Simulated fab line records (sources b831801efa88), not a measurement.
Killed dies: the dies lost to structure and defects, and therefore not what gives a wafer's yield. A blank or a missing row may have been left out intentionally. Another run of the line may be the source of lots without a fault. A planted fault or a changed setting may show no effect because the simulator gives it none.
Struck lot and sound lot, side by side + flow sky130 + 42 steps out of a route of 708
Sound: the wafers L324.3, L324.5, L324.6. Wafers L340.3, L340.5, L340.6 were the ones struck. The cause is named last.
For every step that has rows: the tool of each side, followed by ch and its chambers, followed by its first start. Under that, the readings that differ: sound wafers + struck wafers + difference of the means + sigmas: that difference in standard deviations of wafers without a fault.
alike: words and numbers the same on both sides, and readings whose means are apart by under 2 such deviations; not compared: readings that were withheld, readings missing a value for some wafer, numbers with overlapping values and no deviation given by the record, and bounds like >300 which may hide the same value.
The two part at a step that has a row with sigmas, a row that says differs or no value, or rows on one side only. Numbers that don't overlap but have no deviation are shown without sigmas and don't part them. Lack of a reading on every wafer of one side parts them only where that side has two or more wafers.

first, 1 step without rows for these wafers: SKY_PWDE_IMPLANT_08.
SKY_PWDE_STRIP_09: strips in O2/N2.
  sound on plasma_asher-04 ch 0,1, day 4 09:40; struck on plasma_asher-03 ch 0,1, day 8 01:43
  alike: drypump_motor_current_A, oes_product_au, strip_time_to_endpoint_s
  not compared: rf_hours_counter_h
SKY_PWDE_TW_MEAS_10:
  struck on film_metro-02, day 8 01:49; sound on film_metro-01, day 4 09:45
  alike: PWDE_TW
then, 7 steps without rows for these wafers: SKY_NWELL_DEHYDRATE_03 (time 60 s); SKY_NWELL_HMDS_04 (prime time 60 s); SKY_NWELL_COAT_05 (resist thk 3000 nm); SKY_NWELL_SOFTBAKE_06; SKY_NWELL_EXPOSE_07 (exposes mask NWM, target cd 840 nm); SKY_NWELL_PEB_08; SKY_NWELL_DEVELOP_09 (develop time 60 s).
SKY_NWELL_OVL_MEAS_10:
  struck on overlay-01, day 8 22:32; sound on overlay-01, day 5 02:20
  alike: NWELL_00_OVL
after that, 1 step had no rows for these wafers: SKY_NWELL_IMPLANT_11.
SKY_NWELL_IMPLANT_12:
  sound on implanter-02 ch 0, day 5 02:34; struck on implanter-02 ch 0, day 8 22:46
after that, 1 step had no rows for these wafers: SKY_NWELL_IMPLANT_13.
SKY_NWELL_STRIP_14: strips in O2/N2.
  sound on plasma_asher-02 ch 0,1, day 5 02:51; struck on plasma_asher-02 ch 0,1, day 8 23:03
  alike: drypump_motor_current_A, oes_product_au, strip_time_to_endpoint_s
  not compared: rf_hours_counter_h
SKY_NWELL_TW_MEAS_15:
  struck on film_metro-03, day 8 23:08; sound on film_metro-01, day 5 02:56
  alike: NWELL_TW
then, 7 steps without rows for these wafers: SKY_NWELL_DEHYDRATE_16 (time 60 s); SKY_NWELL_HMDS_17 (prime time 60 s); SKY_NWELL_COAT_18 (resist thk 3000 nm); SKY_NWELL_SOFTBAKE_19; SKY_NWELL_EXPOSE_20 (exposes mask NWM COMPLEMENT, target cd 840 nm); SKY_NWELL_PEB_21; SKY_NWELL_DEVELOP_22 (develop time 60 s).
SKY_NWELL_OVL_MEAS_23:
  struck on overlay-01, day 9 20:14; sound on overlay-01, day 5 19:34
  alike: NWELL_01_OVL
after that, 1 step had no rows for these wafers: SKY_NWELL_IMPLANT_24.
SKY_NWELL_STRIP_25: strips in O2/N2.
  sound on plasma_asher-03 ch 0,1, day 5 19:46; struck on plasma_asher-03 ch 0,1, day 9 20:29
  alike: drypump_motor_current_A, oes_product_au, strip_time_to_endpoint_s
  not compared: rf_hours_counter_h
SKY_NWELL_TW_MEAS_26:
  struck on film_metro-02, day 9 20:34; sound on film_metro-02, day 5 19:52
  alike: NWELL_2_TW
then, 1 step without rows for these wafers: SKY_NWELL_CLEAN_27 (cleans in SC1/SC2, time 150 s).
SKY_NWELL_RTA_28: time 30 s.
  sound on rtp_anneal-02 ch 0, day 5 19:59; struck on rtp_anneal-01 ch 0, day 9 20:41
  alike: lamp_power_pct, wafer_temp_C_max
SKY_NWELL_RS_MEAS_29: a four-point-probe measurement.
  struck on film_metro-01, day 9 20:48; sound on film_metro-01, day 5 20:06
  alike: NWELL_RS
SKY_NWELL_RS_MEAS_31: a four-point-probe measurement.
  struck on film_metro-01, day 9 21:02; sound on film_metro-01, day 5 20:20
| reading          | sound          | struck         | difference | sigmas |
|------------------|----------------|----------------|------------|--------|
| PWDE_RS (ohm/sq) | 5250 5260 5245 | 5287 5300 5284 | +39        | +2     |
then, 7 steps without rows for these wafers: SKY_VT_ADJUST_HVTP_DEHYDRATE_00 (time 60 s); SKY_VT_ADJUST_HVTP_HMDS_01 (prime time 60 s); SKY_VT_ADJUST_HVTP_COAT_02 (resist thk 1140 nm); SKY_VT_ADJUST_HVTP_SOFTBAKE_03 (time 60 s); SKY_VT_ADJUST_HVTP_EXPOSE_04 (exposes mask HVTPM, target cd 380 nm); SKY_VT_ADJUST_HVTP_PEB_05; SKY_VT_ADJUST_HVTP_DEVELOP_06 (develop time 60 s).
SKY_VT_ADJUST_HVTP_CD_MEAS_07 targets a cd of 380 nm.
  struck on cd_sem-02, day 10 17:49; sound on cd_sem-01, day 6 14:02
  alike: cd_nm
SKY_VT_ADJUST_HVTP_OVL_MEAS_08:
  struck on overlay-01, day 10 17:55; sound on overlay-02, day 6 14:07
  alike: VT_ADJUST_HVTP_OVL
after that, 1 step had no rows for these wafers: SKY_VT_ADJUST_HVTP_IMPLANT_09.
-- a jump in the record: the struck wafers' starts before and after are 39 days apart (it breaks off in module VT_ADJUST_HVTP and resumes in module PAD_OPEN, where the first step shown is number 708 of the route) --
SKY_PAD_OPEN_PROBE_99:
  struck on prober-02, day 49 21:23; sound on prober-01, day 46 02:22
| reading                              | sound                   | struck                  | difference | sigmas |
|--------------------------------------|-------------------------|-------------------------|------------|--------|
| killed_at_other                      | 0 0 0                   | 2 2 0                   | +1         | +2     |
| model.etest.pfet_01v8_lvt.vt_v_range | 0.01764 0.01708 0.01404 | 0.03197 0.03167 0.03175 | +0.01554   |        |
  alike: killed_at_M0_to_M3, killed_at_M4_up, killed_at_contacts, killed_at_front_end, killed_dies, killed_on_rim, killed_open, killed_short
  not compared: model.etest.pfet_g5v0d10v5.vt_v_range, model.etest.pfet_01v8.vt_v_range

WHERE THEY PART
Last at SKY_PAD_OPEN_PROBE_99 as far as this record goes, first at SKY_NWELL_RS_MEAS_31.

WHY: whatever the simulator had introduced
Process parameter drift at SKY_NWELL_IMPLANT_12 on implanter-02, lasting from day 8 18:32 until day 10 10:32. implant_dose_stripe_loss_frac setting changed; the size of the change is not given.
